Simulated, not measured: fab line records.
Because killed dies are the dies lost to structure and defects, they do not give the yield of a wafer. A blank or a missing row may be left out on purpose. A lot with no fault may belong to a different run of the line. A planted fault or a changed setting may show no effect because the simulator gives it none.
Split-lot experiment | flow sky130 | 5 lots, 23 wafers read, on a route of 708 steps

## SPLIT DETAILS
At SKY_VT_ADJUST_HVTP_SOFTBAKE_03 (time 60 s), the setting temp c was moved away from the recipe's 90 C on 7 of the 23 wafers read, by -4.1% to +2.4%. For the rest of the wafers, this setting stayed at what the recipe calls for.

No step appears in the file between the split and the reading.

## THE READING
NOVOLAK_of_VT_ADJUST_HVTP_COAT_02.thk nm (the simulator's own value, which no gauge read), in nm, at SKY_VT_ADJUST_HVTP_DEVELOP_06 (develop time 60 s). The file does not state a usual value for it. Across the 16 wafers here that went through the recipe, the average is 1138 nm and the standard deviation 2.8 nm.

wafer  | tool, chamber at the split | temp c as run, C | against the recipe | NOVOLAK_of_VT_ADJUST_HVTP_COAT_02.thk nm, nm | against lot-mates on the recipe
L077.1 | litho track-02, 0          | 90               | recipe             | 1132                                         | -
L077.2 | litho track-02, 0          | 90               | recipe             | 1138                                         | -
L077.3 | litho track-02, 0          | 90               | recipe             | 1133                                         | -
L077.5 | litho track-02, 0          | 86.29            | -4.1%              | 1146                                         | +12
L077.6 | litho track-02, 0          | 86.29            | -4.1%              | 1146                                         | +12
L080.2 | litho track-03, 0          | 90               | recipe             | 1141                                         | -
L080.5 | litho track-03, 0          | 90               | recipe             | 1141                                         | -
L080.4 | litho track-03, 0          | 90               | recipe             | 1142                                         | -
L082.1 | litho track-03, 0          | 90               | recipe             | 1135                                         | -
L082.3 | litho track-03, 0          | 86.38            | -4.0%              | 1148                                         | +10
L082.4 | litho track-03, 0          | 90               | recipe             | 1140                                         | -
L082.5 | litho track-03, 0          | 86.38            | -4.0%              | 1149                                         | +12
L082.6 | litho track-03, 0          | 86.38            | -4.0%              | 1151                                         | +14
L084.1 | litho track-03, 0          | 90               | recipe             | 1138                                         | -
L084.2 | litho track-03, 0          | 90               | recipe             | 1139                                         | -
L084.3 | litho track-03, 0          | 92.18            | +2.4%              | 1135                                         | -4
L084.5 | litho track-03, 0          | 90               | recipe             | 1140                                         | -
L084.6 | litho track-03, 0          | 92.18            | +2.4%              | 1132                                         | -7
L085.1 | litho track-03, 0          | 90               | recipe             | 1139                                         | -
L085.2 | litho track-03, 0          | 90               | recipe             | 1138                                         | -
L085.3 | litho track-03, 0          | 90               | recipe             | 1140                                         | -
L085.4 | litho track-03, 0          | 90               | recipe             | 1140                                         | -
L085.5 | litho track-03, 0          | 90               | recipe             | 1140                                         | -

THE FIT
A straight line over all 23 wafers: NOVOLAK_of_VT_ADJUST_HVTP_COAT_02.thk nm changes by -2.28 nm for each +1% of temp c; r = -0.87; the points scatter about the line by 2.6 nm.
The same after taking each lot's own level away (the mean of its wafers on the recipe; 23 wafers): -2.78 nm for each +1%; r = -0.96; scatter 1.6 nm.
According to that fit, moving temp c by its largest amount changes the reading by 11 nm.
Measured against the standard deviation above, the lots' own levels, which go from 1134.3 to 1141.3 nm, span 2.5 times it.
Thus the slope moves with the lot-to-lot level: the two fits are different.
Check: for one of the wafers moved furthest among these (-4.1%), held out of the fit, the line's prediction against its lot-mates is +11.7 nm. Against them it came out at +11.7 nm.

## ADDITIONAL SPLITS CARRIED BY THESE WAFERS
Note: prior to the reading, these wafers also went through further splits. Each is held against what the fit with the lots' levels taken away leaves over:
other split on the same wafers       | wafers away from the commonest value | r with NOVOLAK_of_VT_ADJUST_HVTP_COAT_02.thk nm (lot level and that fit taken away)
SKY_FIELD_ISO_OXIDATION_01 ox time s | 15                                   | +0.06
SKY_FIELD_ISO_STRIP_16 power w       | 9                                    | -0.18
SKY_PWDE_SOFTBAKE_03 temp c          | 9                                    | +0.16
SKY_PWDE_DEVELOP_06 dev temp c       | 6                                    | -0.38
SKY_NWELL_IMPLANT_11 dose cm2        | 8                                    | +0.02
SKY_NWELL_IMPLANT_24 energy kev      | 7                                    | -0.27

## THE WHOLE CHAIN: every reading that the file lists as answering this split, in the file's order
step                          | what it does      | reading                                                                                   | change (the file's fit)              | r (the file's)
SKY_VT_ADJUST_HVTP_DEVELOP_06 | develop time 60 s | NOVOLAK_of_VT_ADJUST_HVTP_COAT_02.thk nm (the simulator's own value, which no gauge read) | -2.75 nm for each +1% of the setting | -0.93
SKY_VT_ADJUST_HVTP_STRIP_10   | strips in O2/N2   | strip time to endpoint s                                                                  | withheld for each +1% of the setting | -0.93

## FILE'S OWN FIT
NOVOLAK_of_VT_ADJUST_HVTP_COAT_02.thk nm changes by -2.75 nm for each +1% of temp c, r = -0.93.
